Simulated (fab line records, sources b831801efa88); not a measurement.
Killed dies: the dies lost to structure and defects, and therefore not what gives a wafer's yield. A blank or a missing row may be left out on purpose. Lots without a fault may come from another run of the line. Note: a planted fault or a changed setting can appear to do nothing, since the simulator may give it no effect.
fab line records + flow sfqLine
record:
- lots: 5
- wafers: 15
- lastDay: 91
route steps=325 shown M5@200 A5B@209 R5@212
lots that met no fault: from a run of the same line without faults
startH: start of the lot's first displayed wafer, in hours after the record's first day + waitH: hours from the lot's prior step to this one + " same as the row above + L1.1+2: several wafers, shown together as one row + - no value present, or no start provided + * or withheld: withheld + < > ~ a bound
route shown NAME@n: names a module that has steps shown in the file, with the first one's number in the route + usual: the fault-free wafers' mean and standard deviation + same: alike in all rows + chamber/n: place in a boat + sites: per-site readings + _std_site: standard deviation of those values + _edge_site: inner sites' mean taken away from outer sites' mean + radiusMm: how far each site lies from the wafer's centre + mask NAME#n: copy n + behind: the most recent tool/chamber to have shaped the wafer + hold: why the lot went on hold/how many hours it stayed there/how the hold came to an end + device: names the non-switching transistor (n, p or np) + end of line: tests of these same wafers at the route's end + where a step has no rows: the recipe by itself + killed: at the first sort, the dies lost to defects and structure; wafer yield is something else + map: shows each die of a wafer: x if killed, . if not, _ if none is there
set.NAME: the setting the step ran with; set.NAME@STEP: the setting that earlier step ran with + model.NAME: the simulator's own value behind a step, which no gauge read
lots at some steps of the route; a table a step, a row a wafer
services: the hour from which a tool's chamber was out of use, counted from the record's first day as startH (under 0 if before that day), plus the number of hours and why
== steps ==
step: SFQ_TRILAYER_M5_LITHO_SOFTBAKE_127
recipe:
- tempC: withheld
- timeS: withheld
- resist: KrF
step: SFQ_TRILAYER_M5_LITHO_EXPOSE_124
recipe:
- maskId: M5
- na: 0.6
- sourceShape: conventional
- sigmaOuter: 0.65
- targetCdNm: 700
- doseMj: 14.4
step: SFQ_TRILAYER_M5_LITHO_PEB_126
recipe:
- pebTempC: 115
- pebTimeS: 60
- resist: KrF
step: SFQ_TRILAYER_M5_LITHO_DEVELOP_125
recipe:
- timeS: 60
- resist: KrF
step: SFQ_M5_OVL_MEAS_932
usual:
- M5_OVL: 6/6
| lot.wafer | tool       | chamber | startH  | waitH | M5_OVL[nm] |
|-----------|------------|---------|---------|-------|------------|
| L296.1    | overlay-01 | -       | 1220.41 | 0.1   | -9         |
| L296.3    | "          | -       | "       | "     | -2         |
| L296.4    | "          | -       | "       | "     | -1         |
| L312.2    | overlay-02 | -       | 1379.66 | 0.1   | 6          |
| L312.3    | "          | -       | "       | "     | 7          |
| L312.6    | "          | -       | "       | "     | 12         |
| L314.3    | overlay-01 | -       | 1521.60 | 0.1   | 10         |
| L314.4    | "          | -       | "       | "     | -3         |
| L314.5    | "          | -       | "       | "     | 7          |
| L315.4    | overlay-01 | -       | 1535.80 | 0.1   | -3         |
| L315.5    | "          | -       | "       | "     | -5         |
| L315.6    | "          | -       | "       | "     | -3         |
| L316.2    | overlay-01 | -       | 1538.19 | 0.1   | 12         |
| L316.4    | "          | -       | "       | "     | 7          |
| L316.6    | "          | -       | "       | "     | 12         |
step: SFQ_TRILAYER_M5_BARC_OPEN_METAL_ETCH_161
recipe:
- maskMaterial: PR
- chemistry: O2
- targetDepthNm: 125
- target: BARC
- icpW: 589.1
- biasW: 80
- pressureMtorr: 10
- timeS: 41.7
usual:
- drypumpMotorCurrentA: 6.07/0.28
- oesProductAu: 0.685/0.0044
| lot.wafer | tool        | chamber | startH  | waitH | drypumpMotorCurrentA | oesProductAu | rfHoursCounterH |
|-----------|-------------|---------|---------|-------|----------------------|--------------|-----------------|
| L296.1    | rieMetal-02 | 0       | 1220.44 | 0.0   | 6.32                 | 0.682        | 104             |
| L296.3    | "           | 0       | "       | "     | 6.32                 | 0.681        | -               |
| L296.4    | "           | 1       | "       | "     | 5.42                 | 0.680        | -               |
| L312.2    | rieMetal-01 | 0       | 1379.69 | 0.0   | 6.50                 | 0.684        | 3               |
| L312.3    | "           | 1       | "       | "     | 5.89                 | 0.686        | -               |
| L312.6    | "           | 0       | "       | "     | 6.49                 | 0.683        | -               |
| L314.3    | rieMetal-03 | 0       | 1521.64 | 0.0   | 6.11                 | 0.679        | -               |
| L314.4    | "           | 1       | "       | "     | 6.00                 | 0.679        | -               |
| L314.5    | "           | 1       | "       | "     | 6.00                 | 0.684        | -               |
| L315.4    | rieMetal-01 | 0       | 1535.84 | 0.0   | 6.42                 | 0.686        | -               |
| L315.5    | "           | 1       | "       | "     | 5.86                 | 0.691        | -               |
| L315.6    | "           | 0       | "       | "     | 6.43                 | 0.686        | -               |
| L316.2    | rieMetal-01 | 0       | 1538.22 | 0.0   | 6.44                 | 0.682        | 26              |
| L316.4    | "           | 1       | "       | "     | 5.88                 | 0.684        | -               |
| L316.6    | "           | 0       | "       | "     | 6.43                 | 0.689        | -               |
step: SFQ_TRILAYER_M5_ETCH_METAL_ETCH_126
recipe:
- target: Nb
- stopOn: SiO2
- maskMaterial: PR
- overEtchFrac: 0.15
- timeS: 203.2
- chemistry: Cl2/BCl3
- targetDepthNm: 265
- icpW: 600
- biasW: 80
- pressureMtorr: 10
usual:
- drypumpMotorCurrentA: 6.07/0.28
- oesProductAu: 0.727/0.0054
| lot.wafer | tool        | chamber | startH  | waitH | drypumpMotorCurrentA | oesProductAu | rfHoursCounterH |
|-----------|-------------|---------|---------|-------|----------------------|--------------|-----------------|
| L296.1    | rieMetal-02 | 0       | 1220.50 | 0.0   | 6.26                 | 0.722        | 104             |
| L296.3    | "           | 0       | "       | "     | 6.25                 | 0.731        | -               |
| L296.4    | "           | 1       | "       | "     | 5.42                 | 0.735        | -               |
| L312.2    | rieMetal-01 | 0       | 1379.75 | 0.0   | 6.47                 | 0.730        | 3               |
| L312.3    | "           | 1       | "       | "     | 5.90                 | 0.722        | -               |
| L312.6    | "           | 0       | "       | "     | 6.44                 | 0.721        | -               |
| L314.3    | rieMetal-03 | 0       | 1521.74 | 0.1   | 6.10                 | 0.735        | -               |
| L314.4    | "           | 1       | "       | "     | 6.02                 | 0.718        | -               |
| L314.5    | "           | 1       | "       | "     | 6.01                 | 0.724        | -               |
| L315.4    | rieMetal-01 | 0       | 1535.94 | 0.1   | 6.45                 | 0.720        | -               |
| L315.5    | "           | 1       | "       | "     | 5.91                 | 0.735        | -               |
| L315.6    | "           | 0       | "       | "     | 6.48                 | 0.727        | -               |
| L316.2    | rieMetal-01 | 0       | 1538.28 | 0.0   | 6.50                 | 0.719        | 26              |
| L316.4    | "           | 1       | "       | "     | 5.89                 | 0.718        | -               |
| L316.6    | "           | 0       | "       | "     | 6.42                 | 0.720        | -               |
step: SFQ_TRILAYER_M5_STRIP_STRIP_127
recipe:
- gas: O2
- powerW: 200
- platenTempC: 40
- overashFraction: 0.65
- chemistry: O2
- pressureMtorr: 50
step: SFQ_TRILAYER_M5_STRIP_SOLV_CLEAN_128
recipe:
- chemistry: NMP
- tempC: 70
- timeS: 600
step: SFQ_TRILAYER_A5B_DEP_PECVD_129
recipe:
- material: SiO2
- tempC: 150
- timeS: 133.33
- pressureTorr: 2.4
- rfW: 183.3
- precursor: SiH4/N2O
- targetThkNm: 600
step: SFQ_TRILAYER_A5B_CMP_CMP_130
recipe:
- stopOn: Nb
- downForcePsi: 3
- platenRpm: 60
- targetThkNm: 340.7
usual:
- motorCurrentA: 9.9/1.5
- slurryFilterDpKPa: 13.50/0.14
- slurryFlowMlMin: 150.0/0.51
| lot.wafer | tool   | chamber | startH  | waitH | motorCurrentA | slurryFilterDpKPa | slurryFlowMlMin |
|-----------|--------|---------|---------|-------|---------------|-------------------|-----------------|
| L296.3    | cmp-01 | 1       | 1223.90 | 2.4   | 9.4           | 13.37             | 150.4           |
| L296.1    | "      | 2       | "       | "     | 11.9          | 13.41             | 149.4           |
| L296.4    | "      | 3       | "       | "     | 8.8           | 13.80             | 150.1           |
| L312.3    | cmp-01 | 0       | 1383.03 | 2.3   | 8.7           | 13.43             | 149.7           |
| L312.2    | "      | 2       | 1384.03 | 3.3   | 12.5          | 13.44             | 149.9           |
| L312.6    | "      | 1       | 1385.53 | 4.7   | 9.3           | 13.34             | 150.0           |
| L314.4    | cmp-01 | 2       | 1522.74 | 0.0   | 11.9          | 13.41             | 150.4           |
| L314.3    | "      | 3       | "       | "     | 8.4           | 13.72             | 149.7           |
| L314.5    | "      | 2       | 1524.74 | 2.0   | 12.2          | 13.36             | 150.0           |
| L315.4    | cmp-01 | 0       | 1539.24 | 2.3   | 8.8           | 13.49             | 150.3           |
| L315.6    | "      | 1       | "       | "     | 9.5           | 13.85             | 150.7           |
| L315.5    | "      | 2       | "       | "     | 11.9          | 13.59             | 149.4           |
| L316.4    | cmp-02 | 0       | 1542.97 | 3.5   | 10.4          | 13.38             | 149.1           |
| L316.2    | "      | 1       | "       | "     | 9.8           | 13.36             | 149.5           |
| L316.6    | "      | 3       | 1544.47 | 5.0   | 8.4           | 13.37             | 150.4           |
step: SFQ_TRILAYER_A5B_METRO_MEASURE_131
usual:
- thkNm: 341/4.2
| lot.wafer | tool         | chamber | startH  | waitH | thkNm |
|-----------|--------------|---------|---------|-------|-------|
| L296.1    | filmMetro-04 | -       | 1226.90 | 2.0   | 337   |
| L296.3    | "            | -       | "       | "     | 336   |
| L296.4    | "            | -       | "       | "     | 338   |
| L312.2    | filmMetro-01 | -       | 1386.23 | 1.7   | 346   |
| L312.3    | "            | -       | "       | "     | 340   |
| L312.6    | "            | -       | "       | "     | 343   |
| L314.3    | filmMetro-02 | -       | 1526.14 | 2.4   | 341   |
| L314.4    | "            | -       | "       | "     | 345   |
| L314.5    | "            | -       | "       | "     | 343   |
| L315.4    | filmMetro-01 | -       | 1541.34 | 1.6   | 329   |
| L315.5    | "            | -       | "       | "     | 334   |
| L315.6    | "            | -       | "       | "     | 328   |
| L316.2    | filmMetro-02 | -       | 1545.67 | 1.7   | 343   |
| L316.4    | "            | -       | "       | "     | 345   |
| L316.6    | "            | -       | "       | "     | 344   |
step: SFQ_TRILAYER_R5_DEP_SPUTTER_132
recipe:
- material: Ti
- basePressurePa: 1.33e-06
- targetThkNm: 5
- powerW: 2000
- timeS: 5
- chamberPressurePa: 0.4
usual:
- throttleValvePct: 30.3/0.7
| lot.wafer | tool          | chamber | startH  | waitH | throttleValvePct | model.Ti_of_TRILAYER_R5_DEP_SPUTTER_132.thkNm |
|-----------|---------------|---------|---------|-------|------------------|-----------------------------------------------|
| L296.1    | pvdSputter-05 | -       | 1228.10 | 1.0   | 31.0             | 4.977                                         |
| L296.3    | "             | -       | "       | "     | 30.4             | 4.998                                         |
| L296.4    | "             | -       | "       | "     | 30.9             | 5.034                                         |
| L312.2    | pvdSputter-05 | -       | 1387.23 | 0.8   | 30.2             | 3.392                                         |
| L312.3    | "             | -       | "       | "     | 31.2             | 4.937                                         |
| L312.6    | "             | -       | "       | "     | 30.8             | 4.826                                         |
| L314.3    | pvdSputter-06 | -       | 1526.94 | 0.6   | 30.3             | 4.892                                         |
| L314.4    | "             | -       | "       | "     | 28.9             | 4.881                                         |
| L314.5    | "             | -       | "       | "     | 30.2             | 4.847                                         |
| L315.4    | pvdSputter-05 | -       | 1541.94 | 0.4   | 30.5             | 4.939                                         |
| L315.5    | "             | -       | "       | "     | 30.5             | 4.944                                         |
| L315.6    | "             | -       | "       | "     | 30.5             | 4.952                                         |
| L316.2    | pvdSputter-05 | -       | 1546.67 | 0.8   | 30.1             | 4.928                                         |
| L316.4    | "             | -       | "       | "     | 30.4             | 4.976                                         |
| L316.6    | "             | -       | "       | "     | 30.6             | 4.855                                         |
step: SFQ_TRILAYER_R5_DEP_SPUTTER_133
recipe:
- material: MoNx
- basePressurePa: 1.33e-06
- targetThkNm: 40
- powerW: 1000
- timeS: 66.7
- chamberPressurePa: 0.4
usual:
- throttleValvePct: 30.3/0.68
| lot.wafer | tool          | chamber | startH  | waitH | throttleValvePct |
|-----------|---------------|---------|---------|-------|------------------|
| L296.1    | pvdSputter-05 | -       | 1228.11 | 0.0   | 30.5             |
| L296.3    | "             | -       | "       | "     | 30.6             |
| L296.4    | "             | -       | "       | "     | 31.1             |
| L312.2    | pvdSputter-05 | -       | 1387.25 | 0.0   | 30.1             |
| L312.3    | "             | -       | "       | "     | 31.0             |
| L312.6    | "             | -       | "       | "     | 30.3             |
| L314.3    | pvdSputter-06 | -       | 1526.96 | 0.0   | 30.4             |
| L314.4    | "             | -       | "       | "     | 28.8             |
| L314.5    | "             | -       | "       | "     | 30.2             |
| L315.4    | pvdSputter-05 | -       | 1541.96 | 0.0   | 30.8             |
| L315.5    | "             | -       | "       | "     | 30.6             |
| L315.6    | "             | -       | "       | "     | 30.4             |
| L316.2    | pvdSputter-05 | -       | 1546.69 | 0.0   | 30.1             |
| L316.4    | "             | -       | "       | "     | 30.4             |
| L316.6    | "             | -       | "       | "     | 30.3             |
== services ==
| tool          | chamber | startH  | hours | kind   |
|---------------|---------|---------|-------|--------|
| filmMetro-01  | -       | 1210.03 | 0.5   | pm     |
| rieMetal-02   | -       | 1219.29 | 0.8   | repair |
| filmMetro-01  | -       | 1234.57 | 0.6   | pm     |
| filmMetro-01  | -       | 1235.36 | 2.1   | repair |
| cmp-01        | -       | 1256.30 | 4.0   | pm     |
| rieMetal-03   | -       | 1268.64 | 2.8   | pm     |
| rieMetal-01   | -       | 1272.33 | 0.2   | repair |
| filmMetro-02  | -       | 1273.93 | 0.3   | pm     |
| rieMetal-02   | -       | 1295.42 | 1.4   | pm     |
| pvdSputter-05 | -       | 1296.85 | 3.3   | repair |
| filmMetro-02  | -       | 1303.76 | 2.1   | pm     |
| pvdSputter-05 | -       | 1325.11 | 19.0  | repair |
| rieMetal-02   | 1       | 1397.02 | 29.0  | repair |
| cmp-01        | -       | 1399.53 | 9.2   | repair |
| rieMetal-03   | -       | 1412.31 | 1.1   | repair |
| filmMetro-02  | -       | 1415.74 | 1.0   | pm     |
| cmp-01        | -       | 1415.91 | 1.4   | repair |
| cmp-01        | -       | 1429.34 | 3.3   | pm     |
| filmMetro-01  | -       | 1434.13 | 1.3   | pm     |
| filmMetro-02  | -       | 1441.11 | 1.2   | pm     |
| pvdSputter-05 | -       | 1451.01 | 8.4   | repair |
| filmMetro-01  | -       | 1454.90 | 0.2   | pm     |
| cmp-01        | -       | 1462.59 | 2.3   | repair |
| pvdSputter-05 | -       | 1519.68 | 7.5   | repair |
== key ==
firstSign none at tools or gauges
modelEffect:
- step: SFQ_TRILAYER_R5_DEP_SPUTTER_132
- value: Ti_of_TRILAYER_R5_DEP_SPUTTER_132.thkNm
- without: 4.814
- struck: 3.392
metAt SFQ_TRILAYER_R5_DEP_SPUTTER_132
struckWafers L312.2
fault:
- kind: processParameterDrift
- tool: pvdSputter-05
- chamber: -
- onsetH: 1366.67
- steps: SFQ_TRILAYER_R5_DEP_SPUTTER_132
- channel: targetThkNm
- offset: -1.4218
- shape: step
- endH: 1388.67
- actsIn: theseRecipesOnly
- stated: 5
- scope: struckWafersOnly
